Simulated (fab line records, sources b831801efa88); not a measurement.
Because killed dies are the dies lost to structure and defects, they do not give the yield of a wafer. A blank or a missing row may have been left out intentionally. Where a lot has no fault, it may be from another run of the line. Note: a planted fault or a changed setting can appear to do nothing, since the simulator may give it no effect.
fab line records | flow sky130
[record] lots = 15 wafers = 45 last-day = 50
route steps=708 shown VIA2@523 CAPM@546
lots with no fault: from the same line, run without faults
start-h: hours from the record's opening day to when the first of the lot's shown wafers began | wait-h: hours elapsed since this lot's preceding step | " repeats the value in the row above | L1.1+2: one row covering several wafers at once | - no value, or no start given | * or withheld: withheld | < > ~ a bound
route shown NAME@n: a module of which the file shows steps, and the number in the route of the first | usual: mean/standard deviation of fault-free wafers | same: alike in all rows | chamber/n: place in a boat | sites: each site's reading | _std_site: their standard deviation | _edge_site: the outer-site mean with the inner-site mean subtracted | radius-mm: how far each site lies from the wafer's centre | mask NAME#n: copy n | behind: tool/chamber where the wafer was last shaped | hold: why the lot was held/for how many hours/how that ended | device: the n, p or np transistor that did not switch | end of line: the route-end tests of the same wafers | a step given without rows: its recipe and nothing more | killed: at the first sort, the dies lost to defects and structure; wafer yield is something else | map: the dies of a wafer, with x for killed, . for not killed, _ for no die there
set.NAME: the setting as run; set.NAME@STEP: as run at that earlier step | model.NAME: the simulator's own value behind a step, which no gauge read
a sample of lots followed through the steps of the route, with each step as a table and each wafer as a row
services: the hour from which a tool's chamber was out of use, counted from the record's first day as start-h (under 0 if before that day), plus the number of hours and why
[[steps]]
[step SKY_VIA2_STRIP_16]
[recipe] chemistry = O2/N2 power-w = 1400 pressure-mtorr = 1500 platen-temp-c = withheld o2-flow-sccm = 3000 n2-flow-sccm = 300 overash-fraction = 0.5
[usual] drypump-motor-current-A = 5.5/0.32 oes-product-au = 0.399/0.0051 strip-time-to-endpoint-s = 4.048/0.024
// columns lot.wafer tool chamber start-h wait-h drypump-motor-current-A oes-product-au rf-hours-counter-h strip-time-to-endpoint-s
L967.4 plasma-asher-03 0 865.25 0.0 5.6 0.402 - 4.074
L967.5 " 0 " " 5.6 0.399 - 4.062
L967.6 " 1 " " 5.3 0.397 - 4.098
L971.2 plasma-asher-02 0 896.62 0.0 5.3 0.395 110 4.036
L971.3 " 1 " " 5.1 0.393 - 4.059
L971.6 " 1 " " 5.1 0.399 - 4.034
L970.1 plasma-asher-03 1 900.82 0.0 5.3 0.409 54 4.052
L970.2 " 0 " " 5.6 0.397 54 4.085
L970.4 " 0 " " 5.6 0.400 - 4.052
L972.1 plasma-asher-04 1 909.42 0.0 6.1 0.412 12 4.074
L972.2 " 0 " " 5.7 0.396 12 4.050
L972.3 " 0 " " 5.7 0.396 - 4.060
L973.2 plasma-asher-03 1 919.05 0.0 5.3 0.397 56 4.059
L973.3 " 1 " " 5.3 0.395 - 4.057
L973.5 " 1 " " 5.3 0.404 - 4.051
L976.3 plasma-asher-03 0 931.75 0.1 5.6 0.403 - 3.990
L976.4 " 1 " " 5.3 0.395 - 3.981
L976.6 " 1 " " 5.2 0.405 - 4.019
L978.3 plasma-asher-02 0 955.95 0.1 5.3 0.391 - 4.049
L978.5 " 1 " " 5.1 0.393 - 4.039
L978.6 " 0 " " 5.3 0.399 - 4.031
L979.1 plasma-asher-02 0 957.27 0.0 5.3 0.399 116 4.016
L979.5 " 0 " " 5.3 0.399 - 4.009
L979.6 " 1 " " 5.1 0.390 - 4.014
L980.1 plasma-asher-03 0 964.27 0.0 5.6 0.397 61 4.083
L980.2 " 1 " " 5.3 0.398 61 4.073
L980.4 " 1 " " 5.3 0.402 - 4.080
L981.2 plasma-asher-03 0 973.70 0.0 5.6 0.403 61 4.050
L981.3 " 0 " " 5.6 0.402 - 4.037
L981.5 " 1 " " 5.3 0.403 - 4.087
L984.3 plasma-asher-04 1 991.45 0.1 6.0 0.394 - 4.006
L984.4 " 0 " " 5.7 0.400 - 4.025
L984.6 " 0 " " 5.7 0.398 - 4.035
L985.3 plasma-asher-04 0 1002.48 0.1 5.7 0.402 - 4.041
L985.4 " 1 " " 6.1 0.396 - 4.024
L985.5 " 1 " " 6.1 0.401 - 4.038
L986.3 plasma-asher-02 1 1006.15 0.1 5.1 0.396 - 4.041
L986.4 " 0 " " 5.3 0.386 - 4.035
L986.6 " 0 " " 5.3 0.392 - 4.032
L988.2 plasma-asher-04 0 1007.92 0.0 5.7 0.399 22 4.046
L988.3 " 1 " " 6.1 0.407 - 4.058
L988.5 " 1 " " 6.0 0.397 - 4.027
L987.2 plasma-asher-03 1 1010.17 0.0 5.3 0.394 65 4.083
L987.5 " 1 " " 5.3 0.403 - 4.053
L987.6 " 0 " " 5.6 0.400 - 4.061
[step SKY_CAPM_EXPOSE_09]
[recipe] mask-id = CAPM na = 0.6 source-shape = conventional sigma-outer = 0.6 polarization = unpolarized target-cd-nm = 1000 dose-mj = 159
[usual] exposure-dose-mJ-cm2 = 159.01/0.16 focus-offset-nm = 0.0/0.52 reticle-temp-C = 22.98/0.096 sigma-outer = 0.6/0
// columns lot.wafer tool chamber start-h wait-h mask exposure-dose-mJ-cm2 focus-offset-nm reticle-temp-C sigma-outer
L967.4 iline-stepper-01 0 880.19 - CAPM#0 159.21 0.0 22.97 0.6
L967.5 " 0 " " CAPM#0 159.21 -0.3 22.99 0.6
L967.6 " 0 " " CAPM#0 159.00 -0.4 23.10 0.6
L971.2 iline-stepper-02 0 910.80 - CAPM#0 159.09 -1.2 22.89 0.6
L971.3 " 0 " " CAPM#0 158.93 -0.2 23.06 0.6
L971.6 " 0 " " CAPM#0 158.95 -0.4 22.89 0.6
L970.1 iline-stepper-02 0 914.56 - CAPM#0 159.57 0.4 23.05 0.6
L970.2 " 0 " " CAPM#0 159.19 -0.6 22.96 0.6
L970.4 " 0 " " CAPM#0 159.25 0.5 22.92 0.6
L972.1 iline-stepper-01 0 924.33 - CAPM#0 158.98 -0.4 22.84 0.6
L972.2 " 0 " " CAPM#0 159.09 -0.5 23.00 0.6
L972.3 " 0 " " CAPM#0 159.12 0.1 22.93 0.6
L973.2 iline-stepper-02 0 933.00 - CAPM#0 159.14 0.5 23.02 0.6
L973.3 " 0 " " CAPM#0 159.01 -0.4 22.91 0.6
L973.5 " 0 " " CAPM#0 159.10 0.3 23.02 0.6
L976.3 iline-stepper-02 0 946.35 - CAPM#0 159.07 0.4 22.78 0.6
L976.4 " 0 " " CAPM#0 159.11 0.5 22.99 0.6
L976.6 " 0 " " CAPM#0 158.93 0.1 22.92 0.6
L978.3 iline-stepper-01 - 969.70 - CAPM#0 - - - -
L978.5 " - " " CAPM#0 - - - -
L978.6 " - " " CAPM#0 - - - -
L979.1 iline-stepper-02 - 971.93 - CAPM#0 - - - -
L979.5 " - " " CAPM#0 - - - -
L979.6 " - " " CAPM#0 - - - -
L980.1 iline-stepper-02 - 978.91 - CAPM#0 - - - -
L980.2 " - " " CAPM#0 - - - -
L980.4 " - " " CAPM#0 - - - -
L981.2 iline-stepper-01 0 987.10 - CAPM#0 158.94 1.3 22.93 0.6
L981.3 " 0 " " CAPM#0 158.89 0.6 22.90 0.6
L981.5 " 0 " " CAPM#0 159.00 0.9 23.05 0.6
L984.3 iline-stepper-02 0 1005.00 - CAPM#0 158.61 0.8 22.95 0.6
L984.4 " 0 " " CAPM#0 158.98 1.0 23.08 0.6
L984.6 " 0 " " CAPM#0 158.74 0.0 22.90 0.6
L985.3 iline-stepper-01 0 1015.22 - CAPM#0 159.18 -0.6 23.10 0.6
L985.4 " 0 " " CAPM#0 158.98 0.0 22.96 0.6
L985.5 " 0 " " CAPM#0 159.10 -0.5 22.95 0.6
L986.3 iline-stepper-01 0 1019.45 - CAPM#0 159.01 -1.6 23.03 0.6
L986.4 " 0 " " CAPM#0 159.11 -0.3 22.99 0.6
L986.6 " 0 " " CAPM#0 158.83 -0.1 23.07 0.6
L988.2 iline-stepper-01 0 1021.53 - CAPM#0 158.96 0.5 22.99 0.6
L988.3 " 0 " " CAPM#0 158.92 0.4 22.89 0.6
L988.5 " 0 " " CAPM#0 159.17 -1.2 22.96 0.6
L987.2 iline-stepper-02 0 1023.65 - CAPM#0 158.87 0.1 23.02 0.6
L987.5 " 0 " " CAPM#0 158.96 0.6 22.87 0.6
L987.6 " 0 " " CAPM#0 159.01 0.2 22.97 0.6
[step SKY_CAPM_OVL_MEAS_12]
[usual] CAPM_OVL = 0.4/1.6
// columns lot.wafer tool chamber start-h wait-h CAPM_OVL[nm]
L967.4 overlay-01 - 892.72 0.1 -2.4
L967.5 " - " " -1.6
L967.6 " - " " 1.0
L971.2 overlay-02 - 923.41 0.1 1.3
L971.3 " - " " -1.0
L971.6 " - " " 0.4
L970.1 overlay-01 - 927.46 0.1 -1.0
L970.2 " - " " -0.9
L970.4 " - " " -2.2
L972.1 overlay-02 - 935.81 0.1 2.2
L972.2 " - " " 2.2
L972.3 " - " " 1.6
L973.2 overlay-01 - 945.66 0.1 1.0
L973.3 " - " " 2.0
L973.5 " - " " -1.5
L976.3 overlay-01 - 957.97 0.1 1.5
L976.4 " - " " 2.6
L976.6 " - " " 3.7
L978.3 overlay-02 - 981.52 0.1 -
L978.5 " - " " -
L978.6 " - " " -
L979.1 overlay-02 - 983.51 0.1 -
L979.5 " - " " -
L979.6 " - " " -
L980.1 overlay-01 - 990.06 0.1 -
L980.2 " - " " -
L980.4 " - " " -
L981.2 overlay-01 - 998.37 0.1 -2.2
L981.3 " - " " -0.8
L981.5 " - " " -2.4
L984.3 overlay-01 - 1015.57 0.1 1.7
L984.4 " - " " 0.6
L984.6 " - " " -0.2
L985.3 overlay-01 - 1026.57 0.1 1.2
L985.4 " - " " 1.8
L985.5 " - " " 0.2
L986.3 overlay-01 - 1029.87 0.1 2.4
L986.4 " - " " 3.2
L986.6 " - " " 0.7
L988.2 overlay-02 - 1032.31 0.1 -0.1
L988.3 " - " " -0.6
L988.5 " - " " 0.3
L987.2 overlay-02 - 1034.22 0.1 -2.4
L987.5 " - " " -2.8
L987.6 " - " " -2.8
[step SKY_CAPM_STRIP_14]
[recipe] chemistry = O2/N2 power-w = 1400 pressure-mtorr = 1500 platen-temp-c = withheld o2-flow-sccm = 3000 n2-flow-sccm = 300 overash-fraction = 0.5
[usual] drypump-motor-current-A = 5.8/0.47 oes-product-au = 0.710/0.0045 strip-time-to-endpoint-s = 12.63/0.045
// columns lot.wafer tool chamber start-h wait-h drypump-motor-current-A oes-product-au rf-hours-counter-h strip-time-to-endpoint-s
L967.4 plasma-asher-03 0 892.85 0.1 5.6 0.710 - 12.65
L967.5 " 1 " " 5.3 0.714 - 12.70
L967.6 " 0 " " 5.6 0.714 - 12.67
L971.2 plasma-asher-01 0 923.52 0.1 6.7 0.719 83 12.64
L971.3 " 1 " " 5.8 0.713 - 12.56
L971.6 " 0 " " 6.7 0.711 - 12.58
L970.1 plasma-asher-01 1 927.65 0.1 5.8 0.716 83 12.60
L970.2 " 0 " " 6.7 0.709 83 12.60
L970.4 " 0 " " 6.8 0.709 - 12.56
L972.1 plasma-asher-03 0 935.92 0.1 5.6 0.708 58 12.59
L972.2 " 1 " " 5.4 0.712 58 12.62
L972.3 " 0 " " 5.6 0.706 - 12.61
L973.2 plasma-asher-04 1 945.77 0.1 6.1 0.717 15 12.53
L973.3 " 0 " " 5.7 0.704 - 12.58
L973.5 " 1 " " 6.1 0.712 - 12.58
L976.3 plasma-asher-04 1 958.10 0.1 6.1 0.716 - 12.63
L976.4 " 0 " " 5.7 0.703 - 12.65
L976.6 " 0 " " 5.7 0.706 - 12.66
L978.3 plasma-asher-03 0 981.66 0.1 5.6 0.719 - 12.60
L978.5 " 1 " " 5.4 0.709 - 12.58
L978.6 " 0 " " 5.6 0.712 - 12.59
L979.1 plasma-asher-03 1 983.62 0.1 5.3 0.718 62 12.58
L979.5 " 0 " " 5.6 0.713 - 12.58
L979.6 " 1 " " 5.3 0.708 - 12.59
L980.1 plasma-asher-03 0 990.17 0.1 5.6 0.709 63 12.66
L980.2 " 1 " " 5.3 0.724 63 12.65
L980.4 " 1 " " 5.3 0.710 - 12.66
L981.2 plasma-asher-01 0 998.47 0.1 6.8 0.711 90 12.67
L981.3 " 0 " " 6.8 0.699 - 12.70
L981.5 " 0 " " 6.8 0.706 - 12.65
L984.3 plasma-asher-01 0 1015.71 0.1 6.7 0.713 - 12.55
L984.4 " 1 " " 5.7 0.705 - 12.64
L984.6 " 0 " " 6.8 0.716 - 12.63
L985.3 plasma-asher-01 1 1026.71 0.1 5.8 0.708 - 12.70
L985.4 " 0 " " 6.7 0.711 - 12.71
L985.5 " 0 " " 6.7 0.706 - 12.71
L986.3 plasma-asher-01 0 1030.01 0.1 6.8 0.708 - 12.65
L986.4 " 1 " " 5.8 0.715 - 12.59
L986.6 " 0 " " 6.7 0.706 - 12.65
L988.2 plasma-asher-01 0 1032.42 0.1 6.7 0.708 94 12.66
L988.3 " 1 " " 5.8 0.709 - 12.68
L988.5 " 1 " " 5.8 0.714 - 12.62
L987.2 plasma-asher-03 1 1034.32 0.1 5.3 0.709 68 12.67
L987.5 " 1 " " 5.3 0.707 - 12.63
L987.6 " 0 " " 5.6 0.717 - 12.66
[[services]]
// columns tool chamber start-h hours kind
plasma-asher-03 - 854.49 0.5 repair
plasma-asher-01 - 881.74 2.8 pm
iline-stepper-02 0 888.10 - calibration
iline-stepper-02 - 898.32 1.7 pm
iline-stepper-01 - 905.62 1.9 repair
iline-stepper-01 - 912.57 1.7 pm
iline-stepper-01 0 916.87 - calibration
iline-stepper-01 - 951.61 4.4 repair
plasma-asher-04 - 970.87 0.9 repair
iline-stepper-01 - 977.72 6.7 repair
plasma-asher-02 - 982.51 10.2 repair
plasma-asher-02 - 1012.39 35.4 repair
plasma-asher-02 - 1019.28 2.9 repair
[[key]]
[first-sign] step = SKY_CAPM_EXPOSE_09 reading = tool-record direction = missing
effect none on later readings
met-at SKY_CAPM_EXPOSE_09
struck-lots L978,L979,L980
later-rows-left-out L978.3,L978.5,L978.6,L979.1,L979.5,L979.6,L980.1,L980.2,L980.4
sort-left-out L978.3,L978.5,L978.6,L979.1,L979.5,L979.6,L980.1,L980.2,L980.4
not-acting-at SKY_VIA2_STRIP_16,SKY_CAPM_OVL_MEAS_12,SKY_CAPM_STRIP_14
onset-between 946.35 969.70
[fault] kind = skipped-step-whole tool = iline-stepper-01,iline-stepper-02 chamber = - onset-h = 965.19 steps = SKY_CAPM_EXPOSE_09 scope = struck-lots-only
// sort-left-out: the simulated sort isn't trusted on such a fault, so these wafers' sort isn't shown, and their yield isn't known
// later-rows-left-out: the simulator's readings of these wafers behind a module that went badly wrong aren't trusted and aren't shown, but for the sort
